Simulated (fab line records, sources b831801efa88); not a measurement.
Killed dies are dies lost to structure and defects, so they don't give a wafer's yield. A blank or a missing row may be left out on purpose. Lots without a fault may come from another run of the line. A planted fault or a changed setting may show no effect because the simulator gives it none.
fab line records | flow sky130 | part 2 of 2: steps 44 to 44 of 44
record lots=6 wafers=17 last_day=50
route steps=708 shown VIA2@527 METAL3@532 CAPM@537 PAD_OPEN@708
lots that met no fault: from a run of the same line without faults
start_h: hours from the record's first day to the start of the lot's first wafer shown | wait_h: hours since the lot's step before | " the same as in the row above | L1.1+2: a row that stands for several wafers | - no value, or no start given | * or withheld: withheld | < > ~ a bound
route shown NAME@n: a module of which the file shows steps, and the number in the route of the first | usual: mean/standard deviation of fault-free wafers | same: alike in all rows | chamber/n: place in a boat | sites: the reading at each site | _std_site: their standard deviation | _edge_site: outer sites' mean less inner sites' | radius_mm: how far each site lies from the wafer's centre | mask NAME#n: copy n | behind: the tool/chamber that last shaped the wafer | hold: why the lot was held/for how many hours/how that ended | device: the transistor (n, p or np) that didn't switch | end of line: the same wafers' tests at the end of the route | a step without rows: its recipe alone | killed: dies lost to structure and defects at the first sort, not the wafer's yield | map: a wafer's dies, x killed, . not, _ none there
set.NAME: the setting as run; set.NAME@STEP: as run at that earlier step | model.NAME: the simulator's own value behind a step, which no gauge read
lots at some steps of the route; a table a step, a row a wafer
services: from which hour (start_h, from the record's first day; less than 0 if before it) a tool's chamber was out of use, for how many hours, and why
## steps
# step SKY_PAD_OPEN_PROBE_99
# usual defect_limited_yield=82.3/2 killed_at_M0_to_M3=43/7.3 killed_at_M4_up=3.1/1.7 killed_at_contacts=25/5.3 killed_at_front_end=15/4.3 killed_dies=87/10 killed_open=48/7.6 killed_short=38/6.1 sort_bin_3_pad_short=0.9/0.42 sort_bin_5_function=10.5/1.5 sort_bin_6_memory=6.3/1.2 sort_n_pass=405/10 sort_yield_pct=82.3/2
# same gross_dies=492 killed_at_back_side=0 killed_at_other=0 sort_bin_4_leakage[%]=0 sort_bin_8_speed[%]=0
# columns lot.wafer tool chamber start_h wait_h defect_limited_yield[%] killed_at_M0_to_M3 killed_at_M4_up killed_at_contacts killed_at_front_end killed_dies killed_open killed_short sort_bin_3_pad_short[%] sort_bin_5_function[%] sort_bin_6_memory[%] sort_n_pass sort_yield_pct[%] model.etest.cap_mim.plate_ohm_sq
L380.1 prober-02 - 1088.83 0.1 81.5 42 6 28 15 91 43 48 0.6 12.6 5.3 401 81.5 6.018
L380.2 prober-02 - 1088.88 0.1 83.1 45 2 23 13 83 47 36 0.6 9.6 6.7 409 83.1 6.051
L380.5 prober-02 - 1089.03 0.2 82.1 51 2 17 18 88 53 35 1.0 10.4 6.5 404 82.1 5.972
L381.1 prober-01 - 1089.87 0.1 83.3 45 3 24 10 82 47 35 0.6 9.8 6.3 410 83.3 6.004
L381.2 prober-01 - 1089.92 0.1 83.3 51 0 24 7 82 41 39 1.0 10.0 5.7 410 83.3 6.058
L381.5 prober-01 - 1090.07 0.2 80.1 45 7 30 16 98 55 43 0.4 11.8 7.7 394 80.1 6.062
L387.4 prober-02 - 1127.56 0.2 81.7 44 3 29 14 90 57 33 1.2 12.4 4.7 402 81.7 5.805
L387.5 prober-02 - 1127.61 0.2 81.9 45 5 25 14 89 53 36 1.4 10.8 5.9 403 81.9 5.967
L387.6 prober-02 - 1127.66 0.2 83.5 44 4 20 13 81 34 47 0.4 11.4 4.7 411 83.5 5.913
L389.3 prober-01 - 1135.65 0.2 79.9 47 6 27 19 99 61 38 0.6 13.4 6.1 393 79.9 5.75
L389.4 prober-01 - 1135.70 0.2 81.9 44 2 29 14 89 45 43 2.0 12.4 3.7 403 81.9 5.744
L395.2 prober-02 - 1171.72 0.1 83.9 36 4 22 17 79 49 30 0.6 9.8 5.7 413 83.9 6.085
L395.4 prober-02 - 1171.82 0.2 80.9 52 3 21 18 94 46 48 0.4 12.8 5.9 398 80.9 6.061
L395.5 prober-02 - 1171.87 0.2 82.9 38 2 29 15 84 52 32 0.6 10.0 6.5 408 82.9 6.096
L401.1 prober-01 - 1192.91 0.1 81.1 43 4 31 15 93 58 34 1.2 12.4 5.3 399 81.1 6.099
L401.3 prober-01 - 1193.01 0.2 82.7 46 5 22 12 85 47 38 1.2 12.0 4.1 407 82.7 5.949
L401.6 prober-01 - 1193.16 0.2 84.3 37 1 29 10 77 41 36 1.0 8.7 5.9 415 84.3 5.981
# killed by level:class
L380.1 CONTACT:geometric_particle:open=11 METAL1:geometric_particle:short=8 VIA1:geometric_particle:open=7 FIELD_ISO:geometric_particle:short=6 LI_CONTACT:geometric_particle:open=6 METAL2:geometric_particle:short=6 LOCAL_INTERCONNECT:geometric_particle:short=5 CONTACT:geometric_particle:short=5
L380.2 CONTACT:geometric_particle:open=9 VIA1:geometric_particle:open=9 VIA3:geometric_particle:open=7 FIELD_ISO:geometric_particle:short=6 VIA2:geometric_particle:open=6 METAL2:geometric_particle:short=6 METAL1:geometric_particle:short=5 POLY_GATE:geometric_particle:open=4
L380.5 VIA1:geometric_particle:open=11 CONTACT:geometric_particle:open=10 VIA2:geometric_particle:open=9 VIA3:geometric_particle:open=8 METAL1:geometric_particle:short=7 METAL2:geometric_particle:short=5 POLY_GATE:geometric_particle:open=4 POLY_GATE:geometric_particle:short=4
L381.1 VIA1:geometric_particle:open=14 CONTACT:geometric_particle:open=11 METAL2:geometric_particle:short=6 VIA3:geometric_particle:short=5 VIA3:geometric_particle:open=5 METAL1:geometric_particle:short=4 VIA1:geometric_particle:short=4 VIA2:geometric_particle:open=4
L381.2 CONTACT:geometric_particle:open=10 VIA1:geometric_particle:open=9 VIA3:geometric_particle:open=8 METAL1:geometric_particle:short=7 VIA1:geometric_particle:short=6 LI_CONTACT:geometric_particle:open=5 METAL3:geometric_particle:short=5 VIA2:geometric_particle:open=5
L381.5 VIA1:geometric_particle:open=10 LI_CONTACT:geometric_particle:open=9 CONTACT:geometric_particle:open=8 VIA2:geometric_particle:open=8 FIELD_ISO:geometric_particle:open=6 METAL1:geometric_particle:short=6 CONTACT:geometric_particle:short=5 VIA2:geometric_particle:short=5
L387.4 CONTACT:geometric_particle:open=15 VIA1:geometric_particle:open=11 VIA2:geometric_particle:open=8 POLY_GATE:geometric_particle:open=6 LOCAL_INTERCONNECT:geometric_particle:short=6 VIA3:geometric_particle:open=6 METAL2:geometric_particle:short=5 LI_CONTACT:geometric_particle:open=3
L387.5 VIA1:geometric_particle:open=9 VIA2:geometric_particle:open=9 CONTACT:geometric_particle:open=7 LOCAL_INTERCONNECT:geometric_particle:short=6 VIA1:geometric_particle:short=6 POLY_GATE:geometric_particle:open=5 METAL1:geometric_particle:short=5 VIA3:geometric_particle:open=5
L387.6 VIA1:geometric_particle:open=11 CONTACT:geometric_particle:open=7 VIA1:geometric_particle:short=7 METAL2:geometric_particle:short=7 CONTACT:geometric_particle:short=6 METAL1:geometric_particle:short=6 POLY_GATE:geometric_particle:short=5 LI_CONTACT:geometric_particle:open=4
L389.3 CONTACT:geometric_particle:open=13 VIA1:geometric_particle:open=12 VIA2:geometric_particle:open=11 VIA3:geometric_particle:open=6 POLY_GATE:geometric_particle:short=5 POLY_GATE:geometric_particle:open=4 VIA3:geometric_particle:short=4 LI_CONTACT:geometric_particle:open=4
L389.4 VIA1:geometric_particle:open=15 LI_CONTACT:geometric_particle:open=12 CONTACT:geometric_particle:short=6 METAL2:geometric_particle:short=5 CONTACT:geometric_particle:open=5 METAL3:geometric_particle:short=5 LOCAL_INTERCONNECT:geometric_particle:short=4 VIA1:geometric_particle:short=4
L395.2 VIA1:geometric_particle:open=11 LI_CONTACT:geometric_particle:open=9 CONTACT:geometric_particle:open=8 POLY_GATE:geometric_particle:short=6 METAL1:geometric_particle:short=6 FIELD_ISO:geometric_particle:open=5 VIA1:geometric_particle:short=4 VIA3:geometric_particle:open=4
L395.4 VIA1:geometric_particle:open=13 METAL1:geometric_particle:short=11 POLY_GATE:geometric_particle:short=8 CONTACT:geometric_particle:open=8 METAL2:geometric_particle:short=8 LI_CONTACT:geometric_particle:open=7 FIELD_ISO:geometric_particle:short=5 VIA1:geometric_particle:short=5
L395.5 CONTACT:geometric_particle:open=11 LI_CONTACT:geometric_particle:open=7 VIA2:geometric_particle:open=7 VIA1:geometric_particle:open=7 VIA1:geometric_particle:short=6 METAL1:geometric_particle:short=6 FIELD_ISO:geometric_particle:open=5 CONTACT:geometric_particle:short=4
L401.1 CONTACT:geometric_particle:open=12 VIA1:geometric_particle:open=11 LI_CONTACT:geometric_particle:open=11 VIA2:geometric_particle:open=7 METAL1:geometric_particle:short=6 POLY_GATE:geometric_particle:open=5 METAL3:geometric_particle:short=5 VIA3:geometric_particle:open=5
L401.3 VIA1:geometric_particle:open=10 CONTACT:geometric_particle:open=8 LI_CONTACT:geometric_particle:open=7 METAL3:geometric_particle:short=6 VIA3:geometric_particle:open=5 POLY_GATE:geometric_particle:open=4 VIA2:geometric_particle:open=4 METAL1:geometric_particle:short=4
L401.6 CONTACT:geometric_particle:open=15 METAL1:geometric_particle:short=7 METAL2:geometric_particle:short=7 VIA1:geometric_particle:open=6 FIELD_ISO:geometric_particle:open=4 LI_CONTACT:geometric_particle:open=4 CONTACT:geometric_particle:short=4 VIA1:geometric_particle:short=4
## services
# columns tool chamber start_h hours kind
rie_metal-02 0 842.36 - clean
rie_metal-02 0 842.36 19.5 scheduled_down
rie_metal-02 0 842.36 19.5 vent_cycle
wet_bench-01 - 856.07 2.0 repair
rie_metal-04 0 858.71 23.8 repair
pvd_sputter-03 - 869.83 7.2 repair
rie_metal-02 1 871.10 - clean
rie_metal-02 1 871.10 24.2 scheduled_down
rie_metal-02 1 871.10 24.2 vent_cycle
wet_bench-02 - 879.51 1.9 pm
rie_metal-04 1 900.10 - clean
rie_metal-04 1 900.10 20.4 scheduled_down
pvd_sputter-04 - 914.77 0.9 repair
rie_metal-04 - 916.82 2.8 pm
pvd_sputter-04 - 925.15 19.3 repair
pvd_sputter-03 - 960.10 5.2 repair
pvd_sputter-02 - 975.61 3.6 repair
pvd_sputter-01 - 989.16 0.9 repair
rie_metal-02 1 990.83 4.2 repair
rie_metal-04 0 990.98 7.1 repair
wet_bench-01 - 998.71 2.6 repair
pvd_sputter-02 - 1022.00 0.6 repair
rie_metal-04 - 1036.59 3.5 repair
pvd_sputter-01 - 1043.85 1.1 repair
## key
first_sign step=SKY_CAPM_RS_MEAS_03 reading=CAPM_TIN_RS direction=down sigmas=3.4 usual=6.92 struck=6.63
effect step=SKY_CAPM_THK_MEAS_04 reading=CAPM_TIN_THK direction=up sigmas=3.3 usual=202.7 struck=211.8
model_effect step=SKY_CAPM_SPUTTER_02 value=TiN_of_CAPM_SPUTTER_02.thk_nm without=202.6 struck=208.2
model_effect step=SKY_CAPM_METAL_ETCH_13 value=CAPM.feature_depth_nm without=202.6 struck=208.2
model_effect step=SKY_METAL3_STRIP_20 value=TiN_of_CAPM_SPUTTER_02.thk_nm without=201.7 struck=207.3
model_effect step=SKY_PAD_OPEN_PROBE_99 value=etest.cap_mim.plate_ohm_sq without=5.926 struck=5.766
met_at SKY_CAPM_SPUTTER_02
struck_wafers L387.4,L389.3,L389.4
onset_between 865.58 914.64
fault kind=process_parameter_drift tool=pvd_sputter-02 chamber=- onset_h=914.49 steps=SKY_CAPM_SPUTTER_02 channel=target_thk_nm offset=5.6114 shape=step end_h=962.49 scope=struck_wafers_only acts_in=these_recipes_only stated=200
